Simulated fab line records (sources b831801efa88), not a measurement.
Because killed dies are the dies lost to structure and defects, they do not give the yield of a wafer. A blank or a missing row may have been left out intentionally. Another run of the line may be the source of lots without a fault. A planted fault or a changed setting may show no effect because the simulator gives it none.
Which tool did it? :: flow gf180mcu :: 13 lots with 39 wafers sampled at 4 steps, on a route of 602 steps

## WHAT EACH GAUGE READ, for each wafer
GF_DUAL_GATE_THK_MEAS_03.
lot: L782
measured: day 8 03:48
on: filmMetro-04
DUAL_GATE_OXIDATION_00_THK (nm): 11.14 10.99 10.94

lot: L783
measured: day 8 05:58
on: filmMetro-03
DUAL_GATE_OXIDATION_00_THK (nm): 11.16 11.29 11.11

lot: L784
measured: day 8 11:55
on: filmMetro-04
DUAL_GATE_OXIDATION_00_THK (nm): 10.89 10.71 10.84

lot: L785
measured: day 8 15:11
on: filmMetro-01
DUAL_GATE_OXIDATION_00_THK (nm): 10.75 10.76 10.75

lot: L787
measured: day 9 05:43
on: filmMetro-04
DUAL_GATE_OXIDATION_00_THK (nm): 10.72 10.79 10.70

lot: L788
measured: day 9 14:52
on: filmMetro-01
DUAL_GATE_OXIDATION_00_THK (nm): 11.05 11.01 10.81

lot: L789
measured: day 9 19:17
on: filmMetro-01
DUAL_GATE_OXIDATION_00_THK (nm): 12.35 12.20 12.15

lot: L790
measured: day 10 02:58
on: filmMetro-01
DUAL_GATE_OXIDATION_00_THK (nm): 10.99 10.94 11.04

lot: L791
measured: day 10 07:49
on: filmMetro-03
DUAL_GATE_OXIDATION_00_THK (nm): 12.29 12.31 12.19

lot: L793
measured: day 10 21:58
on: filmMetro-01
DUAL_GATE_OXIDATION_00_THK (nm): 11.80 11.66 11.82

lot: L801
measured: day 13 04:32
on: filmMetro-04
DUAL_GATE_OXIDATION_00_THK (nm): 10.68 10.73 10.83

lot: L802
measured: day 13 12:04
on: filmMetro-04
DUAL_GATE_OXIDATION_00_THK (nm): 10.50 10.78 10.78

lot: L803
measured: day 13 17:30
on: filmMetro-01
DUAL_GATE_OXIDATION_00_THK (nm): 11.19 10.95 11.05

GF_POLY_GATE_OVL_MEAS_11.
lot: L782
measured: day 9 16:20
on: overlay-02
POLY_GATE_OVL (nm): -1 6 3

lot: L783
measured: day 9 20:01
on: overlay-01
POLY_GATE_OVL (nm): 5 -3 1

lot: L784
measured: day 10 01:49
on: overlay-01
POLY_GATE_OVL (nm): -6 -4 -7

lot: L785
measured: day 10 07:11
on: overlay-02
POLY_GATE_OVL (nm): 0 -1 -5

lot: L787
measured: day 10 19:16
on: overlay-01
POLY_GATE_OVL (nm): 0 2 5

lot: L788
measured: day 11 06:03
on: overlay-02
POLY_GATE_OVL (nm): 5 -5 1

lot: L789
measured: day 11 11:53
on: overlay-01
POLY_GATE_OVL (nm): 2 -2 4

lot: L790
measured: day 11 19:43
on: overlay-02
POLY_GATE_OVL (nm): 4 7 3

lot: L791
measured: day 11 23:35
on: overlay-01
POLY_GATE_OVL (nm): 0 7 -1

lot: L793
measured: day 12 14:55
on: overlay-01
POLY_GATE_OVL (nm): 5 7 6

lot: L801
measured: day 15 00:49
on: overlay-01
POLY_GATE_OVL (nm): -1 2 -11

lot: L802
measured: day 15 09:22
on: overlay-01
POLY_GATE_OVL (nm): -4 -3 1

lot: L803
measured: day 15 14:16
on: overlay-02
POLY_GATE_OVL (nm): -5 -3 1

GF_POLY_GATE_THK_MEAS_17.
lot: L782
measured: day 9 18:19
on: filmMetro-04
POLY_GATE_OXIDATION_THK (nm): 3.99 4.03 4.00

lot: L783
measured: day 9 21:34
on: filmMetro-01
POLY_GATE_OXIDATION_THK (nm): 4.05 3.98 3.99

lot: L784
measured: day 10 04:13
on: filmMetro-01
POLY_GATE_OXIDATION_THK (nm): 3.97 3.93 3.97

lot: L785
measured: day 10 09:05
on: filmMetro-02
POLY_GATE_OXIDATION_THK (nm): 3.98 3.96 4.08

lot: L787
measured: day 10 21:09
on: filmMetro-01
POLY_GATE_OXIDATION_THK (nm): 4.07 3.92 4.05

lot: L788
measured: day 11 07:46
on: filmMetro-04
POLY_GATE_OXIDATION_THK (nm): 4.02 4.03 4.10

lot: L789
measured: day 11 13:26
on: filmMetro-04
POLY_GATE_OXIDATION_THK (nm): 4.02 4.14 4.07

lot: L790
measured: day 11 21:15
on: filmMetro-04
POLY_GATE_OXIDATION_THK (nm): 3.92 3.95 3.91

lot: L791
measured: day 12 01:08
on: filmMetro-01
POLY_GATE_OXIDATION_THK (nm): 3.83 3.79 3.90

lot: L793
measured: day 12 16:28
on: filmMetro-02
POLY_GATE_OXIDATION_THK (nm): 3.94 3.94 3.95

lot: L801
measured: day 15 03:32
on: filmMetro-02
POLY_GATE_OXIDATION_THK (nm): 4.09 4.12 4.15

lot: L802
measured: day 15 11:24
on: filmMetro-01
POLY_GATE_OXIDATION_THK (nm): 4.01 4.03 4.01

lot: L803
measured: day 15 16:17
on: filmMetro-02
POLY_GATE_OXIDATION_THK (nm): 3.96 3.98 3.88

## EACH LOT AND THE TOOL THAT RAN IT (in order: tool; ch and the chambers of the sampled wafers; start)
lot: L782
GF_DUAL_GATE_OXIDATION_02: furnace-01 ch 0, day 8 02:20

lot: L783
GF_DUAL_GATE_OXIDATION_02: furnace-02 ch 0, day 8 04:31

lot: L784
GF_DUAL_GATE_OXIDATION_02: furnace-01 ch 0, day 8 10:27

lot: L785
GF_DUAL_GATE_OXIDATION_02: furnace-01 ch 0, day 8 13:43

lot: L787
GF_DUAL_GATE_OXIDATION_02: furnace-01 ch 0, day 9 04:16

lot: L788
GF_DUAL_GATE_OXIDATION_02: furnace-01 ch 0, day 9 13:25

lot: L789
GF_DUAL_GATE_OXIDATION_02: furnace-01 ch 0, day 9 17:49

lot: L790
GF_DUAL_GATE_OXIDATION_02: furnace-02 ch 0, day 10 01:31

lot: L791
GF_DUAL_GATE_OXIDATION_02: furnace-01 ch 0, day 10 06:21

lot: L793
GF_DUAL_GATE_OXIDATION_02: furnace-01 ch 0, day 10 20:31

lot: L801
GF_DUAL_GATE_OXIDATION_02: furnace-02 ch 0, day 13 03:05

lot: L802
GF_DUAL_GATE_OXIDATION_02: furnace-01 ch 0, day 13 10:36

lot: L803
GF_DUAL_GATE_OXIDATION_02: furnace-01 ch 0, day 13 16:04
- GF_DUAL_GATE_OXIDATION_02: stabilise 600 s, purge 300 s, target thk 10.887 nm.

## WHAT THE TOOLS THEMSELVES READ (means of the sampled wafers that have a number; where no wafer has one, the mark that the record gives instead)
The record holds no such reading with a usual standard deviation.

## THE ANSWER, worked out from the rows above alone
Rule: the usual values come from the lots themselves. The widest of any qualifying gaps counts: lots, ordered by their means at a reading, are off when they make up no more than a third of the lots, leave a main group of 4 or more, and stand apart from it by 3 or more times the standard deviation of that group's means. If all means in a main group match to the digits the tables above print for the reading, that group is not used. Also off: a lot with no number at a reading for which 4 or more lots have one. Where the step has rows for the other lots, those lots are counted as sound. Order of review: gauges by route order, followed by the tools' own readings, for which a lot's mean as printed above is used. At the first step where some lot is off, the reading lying furthest off is the one used; lots without a number count as furthest.
Off: L789, L791, L793, seen at GF_DUAL_GATE_THK_MEAS_03 (DUAL_GATE_OXIDATION_00_THK). Mean 10.90 nm and standard deviation 0.16 in the main group.
If a tool, at a process step before that reading, ran all the lots that are off and no sound lot after the first of them, it fits. Gauges at GF_DUAL_GATE_THK_MEAS_03: tried the same way as those tools. Of those tried, none fits.

## WHAT THE SIMULATOR HAD INSERTED
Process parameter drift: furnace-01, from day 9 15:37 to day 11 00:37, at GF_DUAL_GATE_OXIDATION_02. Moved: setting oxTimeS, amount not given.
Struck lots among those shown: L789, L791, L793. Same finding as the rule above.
